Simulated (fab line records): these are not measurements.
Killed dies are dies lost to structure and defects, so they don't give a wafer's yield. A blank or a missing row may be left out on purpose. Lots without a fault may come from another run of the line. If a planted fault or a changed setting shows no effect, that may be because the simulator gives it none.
A lot that was struck, set against a sound lot + flow sky130 + 15 out of 708 route steps
Sound: wafers L169.2, L169.4, L169.6. Struck: wafers L187.1, L187.2, L187.3. At the end, the cause is stated.
Per side, at each step with rows, come the tool, then ch with its chambers, and then its first start. Under that, the readings that differ: sound wafers + struck wafers + difference of the means + sigmas: that difference in standard deviations of wafers without a fault.
alike: readings whose means differ by less than 2 such deviations, and words and numbers that are the same on both sides. not compared: withheld readings, readings that some wafer has no value for, bounds like >300 that may hide the same value, and numbers for which the record gives no deviation and whose values overlap.
Wherever a step has rows on one side only, a row that says differs or no value, or a row with sigmas, the two part there. When numbers do not overlap yet have no deviation, they are printed without sigmas and do not part them. Lack of a reading on every wafer of one side parts them only where that side has two or more wafers.

first, 8 steps without rows for these wafers: SKY_POLY_GATE_DEHYDRATE_05 (time 60 s); SKY_POLY_GATE_HMDS_06 (prime time 60 s); SKY_POLY_GATE_COAT_07 (resist thk 110 nm); SKY_POLY_GATE_COAT_08 (resist thk 450 nm); SKY_POLY_GATE_SOFTBAKE_09 (time 90 s); SKY_POLY_GATE_EXPOSE_10 (exposes mask P1M, target cd 150 nm); SKY_POLY_GATE_PEB_11; SKY_POLY_GATE_DEVELOP_12 (develop time 60 s).
SKY_POLY_GATE_CD_MEAS_13: the cd target is 150 nm.
  sound: cd sem-02 at day 15 19:16; struck: cd sem-02 at day 23 00:02
  alike: cd nm
SKY_POLY_GATE_OVL_MEAS_14:
  sound: overlay-01 at day 15 19:22; struck: overlay-01 at day 23 00:10
  alike: POLY_GATE_OVL
SKY_POLY_GATE_ETCH_15: etches BARC in N2/H2, stops on SiO2, time 118.5 s, target depth 110 nm.
  sound on rie diel-02 ch 0,1,3, day 15 19:23; struck on rie diel-01 ch 0,1,2, day 23 00:11
  alike: bias w, chamber pressure mTorr, drypump motor current A, oes product au, throttle valve pct
  not compared: rf hours counter h
SKY_POLY_GATE_ETCH_16: etches Si3N4 in CH3F/O2, stops on poly-Si, time 147.5 s, target depth 75 nm.
  sound on rie diel-02 ch 0,1,3, day 15 19:29; struck on rie diel-01 ch 0,1,2, day 23 00:17
  alike: O2_flow_sccm, bias w, drypump motor current A, oes product au, throttle valve pct
  not compared: rf hours counter h
SKY_POLY_GATE_ETCH_17: etches poly-Si in HBr/Cl2, stops on SiO2, target depth 180 nm, time 70.5 s.
  sound on rie si-02 ch 1,2, day 15 19:34; struck on rie si-02 ch 0,2,3, day 23 00:22
  no value came back on the struck wafers for any of 5 readings (HBr_flow_sccm (sccm), bias w (W) and others); on the sound wafers HBr_flow_sccm (sccm) reads 149.5 149.4 150.5
| reading                                          | sound             | struck            | difference | sigmas |
|--------------------------------------------------|-------------------|-------------------|------------|--------|
| model.KrF-thick_of_POLY_GATE_COAT_08.thk nm (nm) | 143.6 142.5 139.5 | 233.6 240.7 234.2 | +94.3      |        |
  not compared: rf hours counter h
SKY_POLY_GATE_STRIP_18: strips in O2/N2.
  sound on plasma asher-01 ch 0,1, day 15 19:38; struck on plasma asher-01 ch 0,1, day 23 00:26
| reading                      | sound             | struck            | difference | sigmas |
|------------------------------|-------------------|-------------------|------------|--------|
| oes product au (a.u.)        | 0.355 0.361 0.368 | 0.400 0.411 0.397 | +0.041     | +9     |
| strip time to endpoint s (s) | 3.19 3.20 3.16    | 4.20 4.27 4.19    | +1.04      | +25    |
  alike: drypump motor current A
  not compared: rf hours counter h
then, 1 step without rows for these wafers: SKY_POLY_GATE_CLEAN_19 (cleans in SC1/SC2, time 150 s).

WHERE THEY PART
Last at SKY_POLY_GATE_STRIP_18 as far as this record goes, first at SKY_POLY_GATE_ETCH_17.

WHY: what the simulator had put in
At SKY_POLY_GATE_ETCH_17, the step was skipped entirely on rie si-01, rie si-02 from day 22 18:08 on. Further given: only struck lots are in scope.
